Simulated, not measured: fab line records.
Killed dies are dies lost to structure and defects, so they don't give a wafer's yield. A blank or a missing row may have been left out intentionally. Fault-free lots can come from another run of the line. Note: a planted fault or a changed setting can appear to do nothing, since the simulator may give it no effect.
fab line records    flow gf180mcu    part 2 of 2: steps 32 to 41 of 41
[record] lots = 5  wafers = 15  last-day = 32
route steps=602 shown HV_LDD@198 NSD@235
lots untouched by any fault: they come from a run of this same line in which no faults occurred
start-h: hours from the record's opening day to when the first of the lot's shown wafers began    wait-h: how many hours have passed since the lot's step before this one    " identical to the entry in the row above    L1.1+2: a single row standing in for several wafers    - no value present, or no start provided    * or withheld: withheld    < > ~ a bound
route shown NAME@n: names a module that has steps shown in the file, with the first one's number in the route    usual: mean/standard deviation taken from wafers without a fault    same: alike in all rows    chamber/n: place in a boat    sites: the reading at each site    _std_site: standard deviation of those values    _edge_site: outer sites' mean less inner sites'    radius-mm: how far each site lies from the wafer's centre    mask NAME#n: copy n    behind: tool/chamber where the wafer was last shaped    hold: reason for holding the lot/hours on hold/outcome of the hold    device: which transistor (n, p or np) failed to switch    end of line: the same wafers' tests at the end of the route    a step with no rows: only its recipe    killed: count of dies lost to structure and defects at first sort (not the wafer's yield)    map: shows each die of a wafer: x if killed, . if not, _ if none is there
set.NAME: the setting the step ran with; set.NAME@STEP: the setting that earlier step ran with    model.NAME: the simulator's own value behind a step, which no gauge read
lots at some steps of the route; a table a step, a row a wafer
services: a tool's chamber out of use, with start hour (start-h, from the record's first day; less than 0 if before it), hours out, and reason
[[steps]]
[step GF_HV_LDD_RS_MEAS_53]
[recipe] thk-meas-gauge = four-point-probe
[usual] HV_LDD_RS = 418.1/1.1
lot.wafer  tool           chamber  start-h  wait-h  HV_LDD_RS[ohm/sq]
L075.1     film-metro-03  -        277.44   0.1     418.0
L075.5     "              -        "        "       418.9
L075.6     "              -        "        "       417.1
L076.2     film-metro-01  -        284.11   0.1     417.7
L076.4     "              -        "        "       418.7
L076.6     "              -        "        "       417.1
L077.2     film-metro-03  -        296.51   0.1     419.0
L077.3     "              -        "        "       418.4
L077.6     "              -        "        "       419.6
L078.1     film-metro-01  -        303.38   0.1     417.3
L078.2     "              -        "        "       416.1
L078.6     "              -        "        "       416.9
L086.2     film-metro-03  -        374.32   0.1     420.3
L086.4     "              -        "        "       419.9
L086.5     "              -        "        "       420.9
[step GF_HV_LDD_CVD_54]
[recipe] material = SiO2  target-thk-nm = 10  precursor = TEOS  temp-c = 680  time-s = 75  pressure-mtorr = 400
[usual] pressure-mtorr = 400.1/0.71  zone-power-bottom-pct = 15.4/0.74
[same] time-s = 75
lot.wafer  tool      chamber  start-h  wait-h  pressure-mtorr  zone-power-bottom-pct
L075.1     lpcvd-02  1        277.56   0.1     400.2           15.4
L075.5     "         1        "        "       401.5           15.5
L075.6     "         1        "        "       400.3           15.5
L076.2     lpcvd-01  0        284.21   0.1     400.8           15.0
L076.4     "         0        "        "       400.0           15.1
L076.6     "         0        "        "       399.0           15.1
L077.2     lpcvd-02  1        296.61   0.1     400.7           15.4
L077.3     "         1        "        "       400.4           15.4
L077.6     "         1        "        "       399.5           15.6
L078.1     lpcvd-01  1        303.50   0.1     400.3           16.7
L078.2     "         1        "        "       400.2           16.9
L078.6     "         1        "        "       399.5           16.8
L086.2     lpcvd-02  0        374.42   0.1     400.3           14.6
L086.4     "         0        "        "       400.1           14.5
L086.5     "         0        "        "       400.5           14.6
[step GF_HV_LDD_THK_MEAS_55]
[recipe] reads = SiO2_of_HV_LDD_CVD_54
[usual] HV_LDD_CVD_54_THK = 10.05/0.19
lot.wafer  tool           chamber  start-h  wait-h  HV_LDD_CVD_54_THK[nm]
L075.1     film-metro-03  -        278.58   0.0     10.13
L075.5     "              -        "        "       10.20
L075.6     "              -        "        "       10.12
L076.2     film-metro-04  -        285.24   0.0     9.72
L076.4     "              -        "        "       9.79
L076.6     "              -        "        "       9.88
L077.2     film-metro-03  -        297.64   0.0     10.03
L077.3     "              -        "        "       9.99
L077.6     "              -        "        "       9.97
L078.1     film-metro-03  -        304.53   0.0     9.84
L078.2     "              -        "        "       9.89
L078.6     "              -        "        "       9.93
L086.2     film-metro-03  -        375.46   0.0     10.34
L086.4     "              -        "        "       10.20
L086.5     "              -        "        "       10.10
[step GF_HV_LDD_CVD_56]
[recipe] material = Si3N4  precursor = DCS/NH3  target-thk-nm = 90  temp-c = 770  time-s = 1543  pressure-mtorr = 250
[usual] pressure-mtorr = 249.9/0.48  zone-power-bottom-pct = 20.0/1
[same] time-s = 1543
lot.wafer  tool      chamber  start-h  wait-h  pressure-mtorr  zone-power-bottom-pct
L075.1     lpcvd-01  0        278.96   0.4     249.8           19.7
L075.5     "         0        "        "       249.9           19.2
L075.6     "         0        "        "       250.7           19.2
L076.2     lpcvd-02  1        285.29   0.0     249.4           19.8
L076.4     "         1        "        "       250.0           19.6
L076.6     "         1        "        "       248.9           19.8
L077.2     lpcvd-01  1        298.56   0.9     250.4           21.2
L077.3     "         1        "        "       249.4           21.3
L077.6     "         1        "        "       250.0           21.3
L078.1     lpcvd-02  1        304.59   0.1     250.2           19.8
L078.2     "         1        "        "       249.5           19.8
L078.6     "         1        "        "       250.1           19.9
L086.2     lpcvd-01  0        375.51   0.0     250.4           19.3
L086.4     "         0        "        "       249.8           19.0
L086.5     "         0        "        "       248.8           19.5
[step GF_HV_LDD_THK_MEAS_57]
[recipe] reads = Si3N4_of_HV_LDD_CVD_56
[usual] HV_LDD_CVD_56_THK = 89.9/1
lot.wafer  tool           chamber  start-h  wait-h  HV_LDD_CVD_56_THK[nm]
L075.1     film-metro-03  -        280.39   0.0     89.2
L075.5     "              -        "        "       89.5
L075.6     "              -        "        "       88.5
L076.2     film-metro-03  -        286.73   0.0     89.9
L076.4     "              -        "        "       89.1
L076.6     "              -        "        "       90.1
L077.2     film-metro-03  -        300.00   0.0     88.7
L077.3     "              -        "        "       88.3
L077.6     "              -        "        "       88.3
L078.1     film-metro-01  -        306.01   0.0     90.7
L078.2     "              -        "        "       91.9
L078.6     "              -        "        "       91.9
L086.2     film-metro-03  -        376.94   0.0     90.2
L086.4     "              -        "        "       90.4
L086.5     "              -        "        "       89.6
[step GF_HV_LDD_ETCHBACK_58]
[recipe] chemistry = CH3F/O2  target = Si3N4  stop-on = SiO2  source-w = 400  bias-w = 80  pressure-mtorr = 25  ch3f-flow-sccm = 40  O2_flow_sccm = 30  time-s = 100  target-depth-a = 900
[usual] O2_flow_sccm = 29.99/0.09  drypump-motor-current-A = 5.7/0.43  oes-product-au = 0.842/0.0068  throttle-valve-pct = 10.561/0.0089
[same] time-s = 100
lot.wafer  tool         chamber  start-h  wait-h  O2_flow_sccm  drypump-motor-current-A  oes-product-au  rf-hours-counter-h  throttle-valve-pct
L075.1     rie-diel-01  2        280.45   0.1     30.01         5.8                      0.831           113                 10.563
L075.5     "            1        "        "       30.06         5.8                      0.835           -                   10.563
L075.6     "            2        "        "       30.02         5.9                      0.829           -                   10.552
L076.2     rie-diel-02  0        286.78   0.0     30.00         5.2                      0.838           11                  10.555
L076.4     "            3        "        "       29.93         6.1                      0.834           4                   10.556
L076.6     "            2        "        "       29.95         5.1                      0.842           -                   10.565
L077.2     rie-diel-01  3        300.05   0.0     29.87         5.7                      0.837           4                   10.564
L077.3     "            1        "        "       30.10         5.8                      0.836           94                  10.561
L077.6     "            3        "        "       30.00         5.7                      0.832           -                   10.553
L078.1     rie-diel-03  2        306.07   0.1     29.93         5.5                      0.851           71                  10.561
L078.2     "            3        "        "       29.88         5.7                      0.858           86                  10.553
L078.6     "            1        "        "       29.96         5.1                      0.848           -                   10.570
L086.2     rie-diel-03  2        376.99   0.0     29.85         5.5                      0.847           73                  10.562
L086.4     "            1        "        "       29.80         5.1                      0.845           57                  10.554
L086.5     "            1        "        "       29.99         5.1                      0.840           -                   10.563
[step GF_NSD_DEHYDRATE_00]
[recipe] temp-c = 200  time-s = 60
[same] time-s = 60
lot.wafer   tool            chamber  start-h  wait-h
L075.1+5+6  litho-track-04  0        289.65   9.2
L076.2+4+6  litho-track-03  0        296.44   9.6
L077.2+3+6  litho-track-04  0        310.13   10.0
L078.1+2+6  litho-track-03  0        316.16   10.1
L086.2+4+5  litho-track-02  0        387.73   10.7
[step GF_NSD_HMDS_01]
[recipe] prime-time-s = 60  prime-temp-c = 120
lot.wafer   tool            chamber  start-h  wait-h
L075.1+5+6  litho-track-04  0        289.80   0.1
L076.2+4+6  litho-track-03  0        296.59   0.1
L077.2+3+6  litho-track-04  0        310.28   0.1
L078.1+2+6  litho-track-03  0        316.31   0.1
L086.2+4+5  litho-track-02  0        387.88   0.1
[step GF_NSD_COAT_02]
[recipe] resist = NOVOLAK  spin-rpm = 3000  resist-thk-nm = 1000
[usual] spin-speed-rpm = 3000.0/2.4
lot.wafer  tool            chamber  start-h  wait-h  spin-speed-rpm
L075.1     litho-track-04  0        289.95   0.1     2999.5
L075.5     "               0        "        "       3000.8
L075.6     "               0        "        "       3002.8
L076.2     litho-track-03  0        296.74   0.1     2995.9
L076.4     "               0        "        "       3000.1
L076.6     "               0        "        "       2996.8
L077.2     litho-track-04  0        310.43   0.1     3001.8
L077.3     "               0        "        "       2997.8
L077.6     "               0        "        "       2998.6
L078.1     litho-track-03  0        316.46   0.1     3002.1
L078.2     "               0        "        "       2999.7
L078.6     "               0        "        "       2999.8
L086.2     litho-track-02  0        388.03   0.1     3001.8
L086.4     "               0        "        "       3001.0
L086.5     "               0        "        "       2997.9
[step GF_NSD_SOFTBAKE_03]
[recipe] temp-c = 90  time-s = 60  resist = NOVOLAK
[same] time-s = 60
lot.wafer   tool            chamber  start-h  wait-h
L075.1+5+6  litho-track-04  0        290.10   0.1
L076.2+4+6  litho-track-03  0        296.89   0.1
L077.2+3+6  litho-track-04  0        310.58   0.1
L078.1+2+6  litho-track-03  0        316.61   0.1
L086.2+4+5  litho-track-02  0        388.18   0.1
[[services]]
tool              chamber  start-h  hours  kind
rtp-anneal-02     -        224.66   10.6   pm
rie-diel-02       -        229.17   0.9    repair
implanter-01      -        231.52   4.6    pm
lpcvd-01          -        233.45   0.7    repair
rie-diel-03       2        241.39   3.4    repair
rie-diel-02       -        243.33   3.6    repair
iline-stepper-01  -        246.35   4.0    repair
rie-diel-01       0        252.27   56.1   repair
implanter-03      -        255.21   4.0    pm
lpcvd-02          -        258.85   2.1    repair
plasma-asher-02   -        273.28   0.9    repair
plasma-asher-04   -        276.95   2.8    pm
rie-diel-02       -        278.91   0.4    repair
plasma-asher-01   -        289.26   1.8    repair
rie-diel-03       0        289.41   19.1   repair
lpcvd-01          -        290.73   3.9    repair
rie-diel-03       1        322.03   14.7   repair
iline-stepper-02  -        332.66   1.7    pm
rie-diel-03       2        352.44   9.9    repair
rie-diel-03       0        362.78   8.3    repair
implanter-04      -        374.38   6.9    repair
rie-diel-02       -        377.35   0.5    repair
lpcvd-02          -        381.89   1.1    repair
plasma-asher-01   -        382.00   28.1   pm
